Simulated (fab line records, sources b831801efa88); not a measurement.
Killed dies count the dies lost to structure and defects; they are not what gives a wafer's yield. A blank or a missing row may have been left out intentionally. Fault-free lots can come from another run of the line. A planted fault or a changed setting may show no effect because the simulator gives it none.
fab line records	flow sky130
record: lots: 6	wafers: 18	last-day: 50
route steps=708 shown SONOS_ONO@176 GATE_OXIDE@187 POLY_GATE@204 PAD_OPEN@708
lots that met no fault: taken from a fault-free run of the same line
start-h: hours from the record's first day to the start of the lot's first wafer shown	wait-h: hours elapsed since this lot's preceding step	" same as the row above	L1.1+2: several wafers, shown together as one row	- no value, or no start given	* or withheld: withheld	< > ~ a bound
route shown NAME@n: names a module that has steps shown in the file, with the first one's number in the route	usual: mean/standard deviation of fault-free wafers	same: alike in all rows	chamber/n: place in a boat	sites: readings site by site	_std_site: standard deviation of those values	_edge_site: the outer-site mean with the inner-site mean subtracted	radius-mm: for every site, how far away it sits from the centre of the wafer	mask NAME#n: copy n	behind: tool/chamber where the wafer was last shaped	hold: reason for holding the lot/hours on hold/outcome of the hold	device: names the non-switching transistor (n, p or np)	end of line: the tests these same wafers got at the end of their route	a step with no rows: only its recipe	killed: not the wafer's yield, but the dies lost to structure and defects at the first sort	map: per-die view of a wafer (x killed, . not killed, _ where there is no die)
set.NAME: the setting the step ran with; set.NAME@STEP: the setting that earlier step ran with	model.NAME: the simulator's own value behind a step, which no gauge read
a table for each step, a row for each wafer; lots at some steps of the route
services: from which hour (start-h, from the record's first day; less than 0 if before it) a tool's chamber was out of use, for how many hours, and why
== steps ==
step: SKY_SONOS_ONO_COAT_08
recipe: resist: NOVOLAK	spin-rpm: 3000	resist-thk-nm: 1155
step: SKY_SONOS_ONO_SOFTBAKE_09
recipe: temp-c: 90	time-s: 60	resist: NOVOLAK
step: SKY_SONOS_ONO_EXPOSE_10
recipe: mask-id: ONOM	target-cd-nm: 410	na: 0.6	source-shape: conventional	sigma-outer: 0.6	dose-mj: 150
step: SKY_SONOS_ONO_PEB_11
recipe: temp-c: withheld	time-s: *	resist: NOVOLAK
step: SKY_SONOS_ONO_DEVELOP_12
recipe: develop-time-s: 60	dev-temp-c: 23
step: SKY_SONOS_ONO_CD_MEAS_13
recipe: target-cd-nm: 410
usual: cd-nm: 410.0/2.6
lot.wafer	tool	chamber	start-h	wait-h	cd-nm
L438.1	cd-sem-01	-	301.01	0.1	410.3
L438.2	"	-	"	"	407.8
L438.3	"	-	"	"	409.5
L446.1	cd-sem-01	-	364.57	0.1	407.8
L446.2	"	-	"	"	407.4
L446.6	"	-	"	"	408.0
L453.4	cd-sem-02	-	423.06	0.1	408.0
L453.5	"	-	"	"	408.3
L453.6	"	-	"	"	408.6
L456.1	cd-sem-02	-	442.61	0.1	406.3
L456.3	"	-	"	"	408.2
L456.5	"	-	"	"	406.1
L457.1	cd-sem-02	-	449.52	0.1	409.6
L457.3	"	-	"	"	411.1
L457.5	"	-	"	"	414.1
L458.2	cd-sem-01	-	454.47	0.1	408.7
L458.3	"	-	"	"	409.7
L458.6	"	-	"	"	408.0
step: SKY_SONOS_ONO_OVL_MEAS_14
usual: SONOS_ONO_OVL: -0.7/1.7
lot.wafer	tool	chamber	start-h	wait-h	SONOS_ONO_OVL[nm]
L438.1	overlay-01	-	301.13	0.1	0.5
L438.2	"	-	"	"	0.6
L438.3	"	-	"	"	-0.5
L446.1	overlay-02	-	364.69	0.1	-0.4
L446.2	"	-	"	"	-4.0
L446.6	"	-	"	"	-3.1
L453.4	overlay-02	-	423.13	0.1	-1.8
L453.5	"	-	"	"	-3.6
L453.6	"	-	"	"	-1.3
L456.1	overlay-02	-	442.73	0.1	1.6
L456.3	"	-	"	"	-0.3
L456.5	"	-	"	"	0.2
L457.1	overlay-01	-	449.64	0.1	0.9
L457.3	"	-	"	"	0.3
L457.5	"	-	"	"	2.2
L458.2	overlay-02	-	454.57	0.1	0.7
L458.3	"	-	"	"	-1.3
L458.6	"	-	"	"	0.4
step: SKY_SONOS_ONO_ETCH_15
recipe: target-depth-nm: 19.52	chemistry: CHF3/O2	source-w: 600	bias-w: 200	pressure-mtorr: 40	chf3-flow-sccm: 50	O2_flow_sccm: 5	time-s: 7.8
usual: drypump-motor-current-A: 6.0/0.43	oes-product-au: 0.998/0.014	rf-fwd-power-W: 588.4/2.3	throttle-valve-pct: 8.824/0.0092
same: time-s: 7.8
lot.wafer	tool	chamber	start-h	wait-h	drypump-motor-current-A	oes-product-au	rf-fwd-power-W	rf-hours-counter-h	throttle-valve-pct
L438.1	rie-diel-03	0	301.17	0.0	6.3	0.994	588.1	25	8.827
L438.2	"	2	"	"	5.7	0.991	584.8	59	8.826
L438.3	"	3	"	"	5.9	0.979	586.6	109	8.816
L446.1	rie-diel-04	3	364.73	0.0	6.3	1.012	593.1	13	8.825
L446.2	"	0	"	"	5.1	0.992	588.2	4	8.814
L446.6	"	0	"	"	5.1	1.002	584.0	-	8.832
L453.4	rie-diel-04	1	423.15	0.0	5.8	1.015	594.1	3	8.832
L453.5	"	3	"	"	6.3	1.016	586.7	-	8.819
L453.6	"	2	"	"	5.6	1.016	588.7	-	8.825
L456.1	rie-diel-03	2	442.77	0.0	5.7	0.992	586.9	61	8.818
L456.3	"	3	"	"	5.9	0.981	588.7	0	8.831
L456.5	"	3	"	"	5.9	0.978	587.3	-	8.824
L457.1	rie-diel-03	3	449.68	0.0	5.9	0.986	589.8	1	8.816
L457.3	"	0	"	"	6.4	0.991	587.6	28	8.811
L457.5	"	0	"	"	6.3	0.996	588.8	-	8.838
L458.2	rie-diel-02	0	454.60	0.0	5.5	0.993	590.9	54	8.836
L458.3	"	1	"	"	6.7	1.010	589.5	2	8.840
L458.6	"	2	"	"	6.3	1.009	585.3	-	8.830
step: SKY_SONOS_ONO_WET_ETCH_16
recipe: chemistry: dHF	target-depth-nm: 14	dry: n2-spin	target: SiO2	dilution: 100:1	temp-c: 25	time-s: 280
step: SKY_SONOS_ONO_STRIP_17
recipe: chemistry: O2/N2	power-w: 1400	pressure-mtorr: 1500	platen-temp-c: withheld	o2-flow-sccm: 3000	n2-flow-sccm: 300	overash-fraction: 0.5
usual: drypump-motor-current-A: 5.8/0.54	o2-flow-sccm: 3000/8.9	oes-product-au: 0.710/0.0043	strip-time-to-endpoint-s: 14.29/0.048
lot.wafer	tool	chamber	start-h	wait-h	drypump-motor-current-A	o2-flow-sccm	oes-product-au	rf-hours-counter-h	strip-time-to-endpoint-s
L438.1	plasma-asher-01	0	301.36	0.0	6.6	3020	0.709	18	14.30
L438.2	"	1	"	"	5.5	3006	0.714	18	14.22
L438.3	"	0	"	"	6.6	2998	0.716	-	14.31
L446.1	plasma-asher-02	0	364.84	0.0	4.9	2997	0.711	67	14.34
L446.2	"	1	"	"	5.5	3001	0.716	67	14.30
L446.6	"	1	"	"	5.6	3001	0.707	-	14.33
L453.4	plasma-asher-04	1	423.29	0.0	6.1	2996	0.708	-	14.28
L453.5	"	1	"	"	6.1	2991	0.706	-	14.23
L453.6	"	0	"	"	5.8	2994	0.714	-	14.23
L456.1	plasma-asher-04	1	442.88	0.0	6.1	3009	0.710	74	14.25
L456.3	"	1	"	"	6.1	2989	0.714	-	14.25
L456.5	"	0	"	"	5.8	2995	0.708	-	14.25
L457.1	plasma-asher-02	0	449.79	0.0	4.9	3006	0.713	2	14.17
L457.3	"	1	"	"	5.6	2992	0.718	-	14.21
L457.5	"	0	"	"	4.9	2994	0.705	-	14.18
L458.2	plasma-asher-01	0	454.71	0.0	6.6	3009	0.708	33	14.32
L458.3	"	1	"	"	5.5	2987	0.708	-	14.37
L458.6	"	1	"	"	5.4	2994	0.714	-	14.28
step: SKY_SONOS_ONO_WET_ETCH_18
recipe: chemistry: H3PO4	target-depth-nm: 15	target: Si3N4	temp-c: 160	time-s: 172
step: SKY_GATE_OXIDE_CLEAN_00
recipe: chemistry: SC1/SC2	mix: 1:4:20	temp-c: 70	time-s: 150	dry: n2-spin
step: SKY_GATE_OXIDE_OXIDATION_01
recipe: temp-c: 900	ambient: O2	stabilise-s: 600	purge-s: 300	target-thk-a: 102.68	ox-time-s: 1473
usual: spike-tc-bottom-C: 917.4/1.2	spike-tc-centre-C: 900.0/0.99	spike-tc-lower-C: 900.7/1.2	spike-tc-top-C: 910.1/1.3	spike-tc-upper-C: 900.3/1.5	tube-center-temp-C: 900/0.079	tube_center_temp_C_max: 902.3/0.39
lot.wafer	tool	chamber	start-h	wait-h	spike-tc-bottom-C	spike-tc-centre-C	spike-tc-lower-C	spike-tc-top-C	spike-tc-upper-C	tube-center-temp-C	tube_center_temp_C_max	model.SiO2_of_GATE_OXIDE_OXIDATION_01.thk-nm
L438.1	furnace-01	0	301.62	0.0	916.8	901.1	900.1	911.1	901.7	900.08	902.3	10.03
L438.2	"	0	"	"	916.2	900.4	898.7	909.1	901.0	900.09	902.2	9.944
L438.3	"	0	"	"	918.0	900.1	898.3	907.8	899.9	899.94	902.3	10.23
L446.1	furnace-01	0	366.22	1.1	918.6	900.7	899.2	909.1	900.3	900.1	901.9	10.25
L446.2	"	0	"	"	915.4	900.4	900.9	909.2	901.9	899.82	902.2	10.09
L446.6	"	0	"	"	917.8	900.5	901.3	911.6	900.0	899.95	901.8	10.19
L453.4	furnace-01	0	424.50	1.0	904.0	885.7	887.3	895.7	888.2	886.68	889.2	8.981
L453.5	"	0	"	"	904.8	886.8	888.6	897.4	886.8	886.76	889.0	8.869
L453.6	"	0	"	"	903.9	885.1	886.8	897.3	886.7	886.73	889.1	8.867
L456.1	furnace-01	0	443.83	0.7	904.4	886.9	888.3	896.0	888.5	886.61	888.3	8.629
L456.3	"	0	"	"	903.5	885.7	888.2	898.1	887.7	886.75	888.5	8.798
L456.5	"	0	"	"	903.4	887.0	886.5	894.8	888.6	886.6	888.9	8.776
L457.1	furnace-02	0	450.00	0.0	918.1	900.1	901.4	910.7	897.6	900	901.9	10.34
L457.3	"	0	"	"	918.3	901.6	901.4	911.5	899.7	899.86	901.8	10.1
L457.5	"	0	"	"	917.4	902.0	905.4	912.2	898.0	899.84	901.9	10.3
L458.2	furnace-02	0	454.92	0.0	918.9	901.1	901.5	909.7	899.7	900.09	901.9	9.736
L458.3	"	0	"	"	918.3	901.5	900.5	910.6	898.6	900.04	902.3	9.924
L458.6	"	0	"	"	918.9	899.0	902.1	913.8	899.0	900.01	902.3	9.868
step: SKY_GATE_OXIDE_THK_MEAS_02
recipe: reads: SiO2_of_GATE_OXIDE_OXIDATION_01
usual: GATE_OXIDE_OXIDATION_00_THK: 10.15/0.17
lot.wafer	tool	chamber	start-h	wait-h	GATE_OXIDE_OXIDATION_00_THK[nm]
L438.1	film-metro-01	-	303.03	0.0	10.05
L438.2	"	-	"	"	9.96
L438.3	"	-	"	"	10.23
L446.1	film-metro-04	-	367.63	0.0	10.25
L446.2	"	-	"	"	10.13
L446.6	"	-	"	"	10.21
L453.4	film-metro-03	-	425.94	0.0	9.01
L453.5	"	-	"	"	8.87
L453.6	"	-	"	"	8.89
L456.1	film-metro-04	-	445.24	0.0	8.63
L456.3	"	-	"	"	8.77
L456.5	"	-	"	"	8.78
L457.1	film-metro-04	-	451.41	0.0	10.34
L457.3	"	-	"	"	10.16
L457.5	"	-	"	"	10.26
L458.2	film-metro-03	-	456.33	0.0	9.75
L458.3	"	-	"	"	9.92
L458.6	"	-	"	"	9.89
step: SKY_GATE_OXIDE_DEHYDRATE_03
recipe: temp-c: 200	time-s: 60
step: SKY_GATE_OXIDE_HMDS_04
recipe: prime-time-s: 60	prime-temp-c: 120
step: SKY_GATE_OXIDE_COAT_05
recipe: resist: NOVOLAK	spin-rpm: 3000	resist-thk-nm: 1140
step: SKY_GATE_OXIDE_SOFTBAKE_06
recipe: temp-c: 90	time-s: 60	resist: NOVOLAK
step: SKY_GATE_OXIDE_EXPOSE_07
recipe: mask-id: LVOM	na: 0.6	source-shape: conventional	sigma-outer: 0.6	polarization: unpolarized	target-cd-nm: 600	dose-mj: 170
step: SKY_GATE_OXIDE_PEB_08
recipe: temp-c: withheld	time-s: *	resist: NOVOLAK
step: SKY_GATE_OXIDE_DEVELOP_09
recipe: resist: NOVOLAK	developer: TMAH	develop-time-s: 60	dev-temp-c: 23
step: SKY_GATE_OXIDE_OVL_MEAS_10
usual: GATE_OXIDE_OVL: -0.5/1.5
lot.wafer	tool	chamber	start-h	wait-h	GATE_OXIDE_OVL[nm]
L438.1	overlay-02	-	328.58	0.1	0.6
L438.2	"	-	"	"	-0.1
L438.3	"	-	"	"	-1.3
L446.1	overlay-02	-	396.93	0.1	-3.1
L446.2	"	-	"	"	-2.0
L446.6	"	-	"	"	-2.3
L453.4	overlay-02	-	457.03	0.1	-0.2
L453.5	"	-	"	"	-0.7
L453.6	"	-	"	"	0.8
L456.1	overlay-02	-	475.97	0.1	0.9
L456.3	"	-	"	"	0.0
L456.5	"	-	"	"	0.5
L457.1	overlay-01	-	482.03	0.1	0.6
L457.3	"	-	"	"	-0.7
L457.5	"	-	"	"	0.0
L458.2	overlay-01	-	486.72	0.1	-0.1
L458.3	"	-	"	"	1.9
L458.6	"	-	"	"	1.2
step: SKY_GATE_OXIDE_IMPLANT_11
recipe: species: B	energy-kev: 10	dose-cm2: 2.6e+12	tilt-deg: withheld
step: SKY_GATE_OXIDE_WET_ETCH_12
recipe: chemistry: dHF	target-depth-nm: 16.8	dry: n2-spin	target: SiO2	dilution: 100:1	temp-c: 25	time-s: 319.8
step: SKY_GATE_OXIDE_STRIP_13
recipe: chemistry: O2/N2	power-w: 1400	pressure-mtorr: 1500	platen-temp-c: withheld	o2-flow-sccm: 3000	n2-flow-sccm: 300	overash-fraction: 0.5
usual: drypump-motor-current-A: 5.8/0.54	o2-flow-sccm: 3003/8.5	oes-product-au: 0.715/0.0044	strip-time-to-endpoint-s: 14.21/0.044
lot.wafer	tool	chamber	start-h	wait-h	drypump-motor-current-A	o2-flow-sccm	oes-product-au	rf-hours-counter-h	strip-time-to-endpoint-s
L438.1	plasma-asher-03	0	328.87	0.0	6.1	2995	0.712	52	14.16
L438.2	"	1	"	"	5.1	2996	0.708	52	14.18
L438.3	"	1	"	"	5.1	3001	0.713	-	14.19
L446.1	plasma-asher-04	0	397.22	0.0	5.8	3005	0.716	69	14.25
L446.2	"	1	"	"	6.1	3005	0.715	69	14.30
L446.6	"	0	"	"	5.8	3004	0.711	-	14.25
L453.4	plasma-asher-04	0	457.33	0.0	5.7	3014	0.706	-	14.25
L453.5	"	0	"	"	5.8	3010	0.723	-	14.21
L453.6	"	1	"	"	6.1	3016	0.723	-	14.28
L456.1	plasma-asher-03	1	476.26	0.0	5.1	3004	0.721	67	14.22
L456.3	"	1	"	"	5.1	3004	0.710	-	14.23
L456.5	"	0	"	"	6.1	2991	0.715	-	14.25
L457.1	plasma-asher-03	1	482.33	0.0	5.1	2995	0.709	67	14.21
L457.3	"	0	"	"	6.1	2989	0.710	-	14.22
L457.5	"	1	"	"	5.1	2996	0.714	-	14.19
L458.2	plasma-asher-04	0	487.01	0.0	5.7	2991	0.717	79	14.17
L458.3	"	1	"	"	6.1	3018	0.710	-	14.17
L458.6	"	1	"	"	6.1	2996	0.721	-	14.17
step: SKY_GATE_OXIDE_TW_MEAS_14
usual: GATE_OXIDE_TW: 224.4/2.2
lot.wafer	tool	chamber	start-h	wait-h	GATE_OXIDE_TW
L438.1	film-metro-04	-	328.97	0.1	222.0
L438.2	"	-	"	"	222.3
L438.3	"	-	"	"	223.1
L446.1	film-metro-03	-	397.32	0.1	225.9
L446.2	"	-	"	"	224.2
L446.6	"	-	"	"	225.7
L453.4	film-metro-03	-	457.43	0.1	226.5
L453.5	"	-	"	"	226.5
L453.6	"	-	"	"	227.1
L456.1	film-metro-03	-	476.36	0.1	226.5
L456.3	"	-	"	"	226.3
L456.5	"	-	"	"	226.2
L457.1	film-metro-04	-	482.43	0.1	220.8
L457.3	"	-	"	"	221.1
L457.5	"	-	"	"	221.1
L458.2	film-metro-01	-	487.12	0.1	227.0
L458.3	"	-	"	"	226.5
L458.6	"	-	"	"	227.6
step: SKY_GATE_OXIDE_CLEAN_15
recipe: chemistry: SC1/SC2	mix: 1:4:20	temp-c: 70	time-s: 150	dry: n2-spin
step: SKY_GATE_OXIDE_OXIDATION_16
recipe: temp-c: 800	ambient: O2	idle-temp-c: 700	ramp-up-c-per-min: 10	ramp-down-c-per-min: 3	stabilise-s: 600	purge-s: 300	target-thk-a: 35.7	ox-time-s: 1915
usual: spike-tc-bottom-C: 818.7/1.1	spike-tc-centre-C: 800.0/0.91	spike-tc-lower-C: 800.9/1.3	spike-tc-top-C: 812.4/1.3	spike-tc-upper-C: 799.8/1.7	tube-center-temp-C: 800.01/0.076	tube_center_temp_C_max: 802.12/0.3
lot.wafer	tool	chamber	start-h	wait-h	spike-tc-bottom-C	spike-tc-centre-C	spike-tc-lower-C	spike-tc-top-C	spike-tc-upper-C	tube-center-temp-C	tube_center_temp_C_max	model.SiO2_of_GATE_OXIDE_OXIDATION_01.thk-nm
L438.1	furnace-01	0	329.08	0.0	816.5	799.7	798.6	813.5	801.9	799.99	802.04	11.46
L438.2	"	0	"	"	818.4	800.7	801.5	811.1	800.0	799.95	801.99	11.36
L438.3	"	0	"	"	818.3	799.7	798.6	811.9	801.8	799.97	802.38	11.62
L446.1	furnace-02	0	398.13	0.7	818.9	800.1	802.0	813.4	798.8	799.96	802.06	11.59
L446.2	"	0	"	"	818.8	799.8	800.9	811.6	798.5	799.91	801.60	11.45
L446.6	"	0	"	"	819.3	799.5	801.6	813.5	796.7	800.02	802.35	11.53
L453.4	furnace-01	0	457.51	0.0	818.1	801.3	799.2	811.0	801.3	799.98	801.97	10.43
L453.5	"	0	"	"	818.6	800.7	799.2	810.6	800.9	799.86	801.82	10.34
L453.6	"	0	"	"	817.1	800.0	801.2	811.8	801.2	799.93	801.83	10.35
L456.1	furnace-02	0	477.41	0.9	818.9	800.3	800.1	813.6	797.8	799.96	802.31	10.06
L456.3	"	0	"	"	821.3	800.0	803.0	813.4	798.9	800	801.85	10.24
L456.5	"	0	"	"	821.8	799.3	801.7	812.9	798.8	799.94	801.49	10.22
L457.1	furnace-01	0	482.69	0.2	817.6	802.7	800.6	810.3	800.7	799.96	802.43	11.69
L457.3	"	0	"	"	818.9	801.1	800.2	811.0	801.8	800.08	802.19	11.47
L457.5	"	0	"	"	817.0	798.4	799.9	811.5	800.2	799.86	801.57	11.66
L458.2	furnace-02	0	487.23	0.0	819.5	800.4	801.3	812.8	797.7	800.03	802.43	11.11
L458.3	"	0	"	"	819.7	800.9	801.8	813.2	798.3	800.18	802.18	11.28
L458.6	"	0	"	"	819.9	799.5	802.8	811.5	799.1	799.95	802.39	11.24
step: SKY_POLY_GATE_CVD_00
recipe: material: poly-Si	target-thk-nm: 180	temp-c: 620	time-s: 720	pressure-mtorr: 200
step: SKY_PAD_OPEN_PROBE_99
usual: killed_at_M0_to_M3: 44/6.9	killed_at_M4_up: 3.3/2	killed-at-contacts: 25/5.4	killed-at-front-end: 16/4.6	killed-at-other: 0.2/0.51	killed-dies: 88/8.9	killed-on-rim: 17/3.6	killed-open: 48/6.8	killed-short: 39/5.8
same: gross-dies: 492	killed-at-back-side: 0
lot.wafer	tool	chamber	start-h	wait-h	killed_at_M0_to_M3	killed_at_M4_up	killed-at-contacts	killed-at-front-end	killed-at-other	killed-dies	killed-on-rim	killed-open	killed-short	model.etest.nfet_16v.r-on-ohm-um	model.etest.pfet-g5v0d10v5.r-on-ohm-um	model.etest.tip-sonos.rs-ohm-sq	model.etest.nfet-g5v0d10v5.r-on-ohm-um	model.etest.nfet-g5v0d10v5.drive-ua-um	model.etest.nfet_05v0_nvt.drive-ua-um	model.etest.pfet-g5v0d10v5.drive-ua-um	model.etest.nfet_16v.drive-ua-um
L438.1	prober-02	-	1091.94	0.1	39	1	30	15	0	85	19	52	32	1.407e+04	4738	2600	1890	607	574.5	346.1	221
L438.2	prober-02	-	1091.99	0.1	44	0	21	13	0	78	19	45	33	1.418e+04	4797	2587	1891	606.9	580.2	343.3	222
L438.3	prober-02	-	1092.04	0.2	50	1	28	22	0	101	24	52	49	1.427e+04	4756	2611	1912	592.6	569.9	342.2	219.5
L446.1	prober-02	-	1138.14	0.1	32	5	25	11	0	73	11	42	31	1.394e+04	4794	2623	1890	605.6	576.1	340.7	224.5
L446.2	prober-02	-	1138.19	0.1	43	2	20	20	0	85	19	40	45	1.4e+04	4791	2582	1898	609.4	575.7	339	224
L446.6	prober-02	-	1138.39	0.2	37	6	22	14	0	79	17	47	31	1.408e+04	4808	2568	1898	607.4	575.2	336.1	223
L456.1	prober-01	-	1196.78	0.1	40	5	22	14	1	82	16	45	36	1.348e+04	4490	2518	1789	677.5	638.2	375.3	248.3
L456.3	prober-01	-	1196.88	0.2	37	5	31	11	0	84	13	52	32	1.33e+04	4472	2502	1780	677.9	633	371.9	247.7
L456.5	prober-01	-	1196.98	0.2	48	9	14	9	0	80	11	46	34	1.339e+04	4435	2468	1784	677.7	637.6	375.7	246.4
L457.1	prober-01	-	1198.28	0.1	47	7	12	22	0	88	15	43	44	1.437e+04	4757	2611	1921	590.7	566.1	339.4	216.1
L457.3	prober-01	-	1198.38	0.2	50	1	17	11	0	79	10	45	34	1.417e+04	4737	2529	1887	606.9	576.2	342.2	221.7
L457.5	prober-01	-	1198.48	0.2	62	1	26	9	0	98	19	53	45	1.435e+04	4746	2585	1907	595.3	564.5	344.7	217.4
L453.4	prober-02	-	1198.43	0.2	48	4	30	16	1	99	20	55	44	1.363e+04	4469	2413	1776	665.6	624.5	373.6	238
L453.5	prober-02	-	1198.48	0.2	37	2	27	17	0	83	14	46	37	1.344e+04	4540	2423	1810	666.7	625	368.3	246.1
L453.6	prober-02	-	1198.53	0.2	48	5	23	12	0	88	20	54	34	1.354e+04	4537	2408	1798	661.4	628.2	368.6	241.4
L458.2	prober-01	-	1199.84	0.1	37	1	35	18	0	91	14	59	32	1.412e+04	4536	2474	1826	630.7	597.8	361.8	229.1
L458.3	prober-01	-	1199.89	0.2	43	4	26	14	0	87	21	38	49	1.429e+04	4667	2543	1879	620.8	587.7	351.8	225.7
L458.6	prober-01	-	1200.04	0.2	45	3	31	15	0	94	21	51	43	1.405e+04	4662	2542	1857	618.9	587.1	356	225.8
killed by level:class
L438.1 CONTACT:geometric-particle:open=11 LI_CONTACT:geometric-particle:open=9 VIA3:geometric-particle:open=7 VIA2:geometric-particle:open=7 METAL3:geometric-particle:short=6 POLY_GATE:geometric-particle:open=5 FIELD_ISO:geometric-particle:open=4 CONTACT:geometric-particle:short=4
L438.2 VIA1:geometric-particle:open=11 LI_CONTACT:geometric-particle:open=9 VIA2:geometric-particle:open=9 CONTACT:geometric-particle:open=5 METAL2:geometric-particle:short=5 FIELD_ISO:geometric-particle:short=4 VIA1:geometric-particle:short=4 METAL1:geometric-particle:short=4
L438.3 VIA1:geometric-particle:open=10 LI_CONTACT:geometric-particle:open=9 FIELD_ISO:geometric-particle:open=7 METAL2:geometric-particle:short=7 CONTACT:geometric-particle:open=6 VIA3:geometric-particle:open=6 METAL1:geometric-particle:short=5 VIA2:geometric-particle:open=5
L446.1 CONTACT:geometric-particle:open=10 VIA2:geometric-particle:open=8 VIA1:geometric-particle:open=8 LI_CONTACT:geometric-particle:open=7 METAL1:geometric-particle:short=5 FIELD_ISO:geometric-particle:open=4 METAL3:geometric-particle:short=4 CONTACT:geometric-particle:short=4
L446.2 VIA2:geometric-particle:open=8 VIA1:geometric-particle:open=7 VIA1:geometric-particle:short=6 FIELD_ISO:geometric-particle:open=5 FIELD_ISO:geometric-particle:short=5 LI_CONTACT:geometric-particle:short=5 CONTACT:geometric-particle:short=5 METAL1:geometric-particle:short=5
L446.6 CONTACT:geometric-particle:open=10 VIA2:geometric-particle:open=10 METAL2:geometric-particle:short=7 FIELD_ISO:geometric-particle:open=5 METAL4:geometric-particle:short=5 LI_CONTACT:geometric-particle:open=5 VIA1:geometric-particle:open=5 VIA3:geometric-particle:open=5
L456.1 VIA1:geometric-particle:open=8 CONTACT:geometric-particle:open=7 LI_CONTACT:geometric-particle:open=6 VIA2:geometric-particle:open=6 VIA2:geometric-particle:short=5 VIA3:geometric-particle:open=5 VIA1:geometric-particle:short=5 FIELD_ISO:geometric-particle:short=4
L456.3 CONTACT:geometric-particle:open=12 VIA2:geometric-particle:open=9 LI_CONTACT:geometric-particle:open=8 VIA1:geometric-particle:open=7 VIA3:geometric-particle:open=6 LOCAL_INTERCONNECT:geometric-particle:short=5 METAL4:geometric-particle:short=5 LI_CONTACT:geometric-particle:short=4
L456.5 VIA2:geometric-particle:open=10 CONTACT:geometric-particle:open=9 VIA1:geometric-particle:open=9 VIA3:geometric-particle:open=7 METAL4:geometric-particle:short=7 FIELD_ISO:geometric-particle:short=5 METAL2:geometric-particle:short=5 METAL1:geometric-particle:short=4
L457.1 VIA1:geometric-particle:open=17 FIELD_ISO:geometric-particle:short=6 CONTACT:geometric-particle:open=6 VIA2:geometric-particle:open=6 FIELD_ISO:geometric-particle:open=5 POLY_GATE:geometric-particle:short=5 VIA1:geometric-particle:short=5 VIA2:geometric-particle:short=5
L457.3 VIA3:geometric-particle:open=10 VIA2:geometric-particle:open=8 VIA1:geometric-particle:open=8 LOCAL_INTERCONNECT:geometric-particle:short=5 METAL1:geometric-particle:short=5 LI_CONTACT:geometric-particle:open=4 CONTACT:geometric-particle:open=4 CONTACT:geometric-particle:short=4
L453.4 LI_CONTACT:geometric-particle:open=12 METAL1:geometric-particle:short=9 VIA3:geometric-particle:open=7 CONTACT:geometric-particle:open=7 VIA1:geometric-particle:open=7 VIA2:geometric-particle:open=7 POLY_GATE:geometric-particle:open=6 LI_CONTACT:geometric-particle:short=4
L453.5 CONTACT:geometric-particle:open=10 VIA1:geometric-particle:open=7 VIA3:geometric-particle:open=6 LI_CONTACT:geometric-particle:open=6 VIA1:geometric-particle:short=6 METAL1:geometric-particle:short=5 POLY_GATE:geometric-particle:short=4 POLY_GATE:geometric-particle:open=4
L457.5 VIA1:geometric-particle:open=14 METAL2:geometric-particle:short=10 CONTACT:geometric-particle:open=8 LI_CONTACT:geometric-particle:open=8 VIA1:geometric-particle:short=8 VIA2:geometric-particle:open=7 VIA3:geometric-particle:open=7 CONTACT:geometric-particle:short=6
L453.6 VIA1:geometric-particle:open=10 VIA2:geometric-particle:open=8 VIA3:geometric-particle:open=7 CONTACT:geometric-particle:open=7 VIA1:geometric-particle:short=6 LI_CONTACT:geometric-particle:open=6 CONTACT:geometric-particle:short=6 POLY_GATE:geometric-particle:open=5
L458.2 LI_CONTACT:geometric-particle:open=17 CONTACT:geometric-particle:open=11 VIA2:geometric-particle:open=8 VIA1:geometric-particle:open=8 CONTACT:geometric-particle:short=4 METAL1:geometric-particle:short=4 VIA1:geometric-particle:short=4 FIELD_ISO:geometric-particle:open=3
L458.3 VIA1:geometric-particle:open=10 CONTACT:geometric-particle:open=8 VIA1:geometric-particle:short=7 METAL1:geometric-particle:short=7 LOCAL_INTERCONNECT:geometric-particle:short=6 METAL3:geometric-particle:short=6 LI_CONTACT:geometric-particle:short=4 POLY_GATE:geometric-particle:short=3
L458.6 CONTACT:geometric-particle:open=12 METAL2:geometric-particle:short=10 VIA1:geometric-particle:open=9 LI_CONTACT:geometric-particle:open=8 CONTACT:geometric-particle:short=6 VIA2:geometric-particle:open=5 METAL1:geometric-particle:short=4 VIA3:geometric-particle:open=4
== services ==
tool	chamber	start-h	hours	kind
rie-diel-03	0	286.55	5.8	repair
rie-diel-04	1	289.15	4.5	repair
plasma-asher-04	-	321.85	14.6	pm
rie-diel-02	3	326.18	6.1	repair
rie-diel-04	3	347.60	10.5	repair
rie-diel-03	-	347.61	1.8	repair
rie-diel-02	-	353.57	2.8	pm
rie-diel-04	1	356.15	11.7	repair
rie-diel-02	0	372.45	5.7	repair
furnace-02	-	382.58	2.8	pm
rie-diel-03	3	393.12	-	clean
rie-diel-03	3	393.12	20.7	scheduled-down
rie-diel-03	3	393.12	20.7	vent-cycle
rie-diel-02	3	397.06	4.5	repair
plasma-asher-01	-	404.60	1.0	repair
rie-diel-04	0	412.08	3.5	repair
plasma-asher-02	-	421.25	9.0	pm
rie-diel-04	1	430.24	1.9	repair
furnace-02	-	434.74	3.6	pm
rie-diel-04	1	434.74	5.6	repair
rie-diel-02	2	446.33	7.6	repair
rie-diel-02	1	455.93	1.5	repair
plasma-asher-02	-	466.15	2.8	pm
plasma-asher-02	-	484.95	15.1	pm
== key ==
first-sign: step: SKY_GATE_OXIDE_OXIDATION_01	reading: tube-center-temp-C	direction: down	sigmas: 99+	usual: *	struck: *
effect: step: SKY_GATE_OXIDE_OXIDATION_01	reading: tube_center_temp_C_max	direction: down	sigmas: 35	usual: *	struck: *
effect: step: SKY_GATE_OXIDE_THK_MEAS_02	reading: GATE_OXIDE_OXIDATION_00_THK	direction: down	sigmas: 7.7	usual: 10.15	struck: 8.83
model-effect: step: SKY_GATE_OXIDE_OXIDATION_01	value: SiO2_of_GATE_OXIDE_OXIDATION_01.thk-nm	without: 10.23	struck: 8.82
model-effect: step: SKY_GATE_OXIDE_OXIDATION_16	value: SiO2_of_GATE_OXIDE_OXIDATION_01.thk-nm	without: 11.58	struck: 10.27
model-effect: step: SKY_PAD_OPEN_PROBE_99	value: etest.nfet_16v.r-on-ohm-um	without: 1.423e+04	struck: 1.347e+04
met-at SKY_GATE_OXIDE_OXIDATION_01
struck-wafers L453.4,L453.5,L453.6,L456.1,L456.3,L456.5
tester-left-out L453,L456
onset-between 366.22 424.50
fault: kind: process-parameter-drift	tool: furnace-01	chamber: -	onset-h: 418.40	steps: SKY_GATE_OXIDE_OXIDATION_01	channel: temp-c	offset: *	shape: step	end-h: 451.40	acts-in: *	stated: *
tester-left-out: of these lots the tester's yield and bins aren't shown, on N5 and GAA mostly nor the transistor test; their killed dies are dies lost to structure and defects alone, not to doping, threshold or leakage, so they don't give the yield
